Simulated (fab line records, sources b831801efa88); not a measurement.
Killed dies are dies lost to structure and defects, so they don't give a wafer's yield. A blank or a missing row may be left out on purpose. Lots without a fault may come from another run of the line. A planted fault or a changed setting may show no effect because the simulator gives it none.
One fault seen from 2 desks | flow gf180mcu | each desk has only its own numbers; what lay behind them comes last

THE TOOL OWNER'S DESK: plasma_asher-02
The tool's own readings at GF_PASSIVATION_STRIP_12 (strips in O2/N2): means of the sampled wafers that have a number, for each lot that ran on this tool. A lot is out of limits, marked OUT, if its mean lies more than 4 standard deviations from the usual mean; the brackets give that distance.
Columns: A = drypump_motor_current_A at GF_PASSIVATION_STRIP_12, usual 5.8 A; B = heater_power_w at GF_PASSIVATION_STRIP_12, usual 325 W; C = oes_product_au at GF_PASSIVATION_STRIP_12, usual 0.718 a.u.; D = strip_time_to_endpoint_s at GF_PASSIVATION_STRIP_12, usual 34.81 s
lot  | first seen here | A   | B   | C     | D
L661 | day 29 06:50    | 6.2 | 314 | 0.718 | 34.75
L662 | day 29 15:11    | 6.2 | 310 | 0.718 | 34.97
L669 | day 31 03:51    | 5.9 | 312 | 0.718 | 34.75
L670 | day 31 15:54    | 5.9 | 314 | 0.719 | 34.66
L671 | day 31 19:41    | 5.9 | 318 | 0.719 | 34.89
This desk's finding: nothing out of limits on any of the 5 lots.

THE METROLOGY DESK
What the gauges read, lot by lot, whatever tool the lot ran on: means of the sampled wafers that have a number. A lot is out of limits, marked OUT, if its mean lies more than 4 standard deviations from the usual mean; the brackets give that distance.
Columns: A = V5_W_RS at GF_V5_RS_MEAS_24, usual 0.328 ohm/sq
lot  | first seen here | A
L661 | day 27 13:17    | 0.327
L663 | day 27 20:59    | 0.327
L662 | day 27 22:34    | 0.326
L664 | day 28 03:43    | 0.324
L669 | day 29 13:43    | 0.326
L670 | day 30 02:36    | 0.329
L671 | day 30 07:17    | 0.330
L675 | day 31 15:34    | 0.325
L677 | day 32 01:22    | 0.330
L679 | day 32 13:31    | 0.326
L681 | day 33 02:13    | 0.330
L683 | day 33 14:04    | 0.323
L684 | day 33 15:04    | 0.329
This desk's finding: nothing out of limits on any of the 13 lots.

PUT TOGETHER
The tool owner's desk saw nothing out of limits.
The metrology desk saw nothing out of limits.

WHAT THE SIMULATOR HAD PUT IN
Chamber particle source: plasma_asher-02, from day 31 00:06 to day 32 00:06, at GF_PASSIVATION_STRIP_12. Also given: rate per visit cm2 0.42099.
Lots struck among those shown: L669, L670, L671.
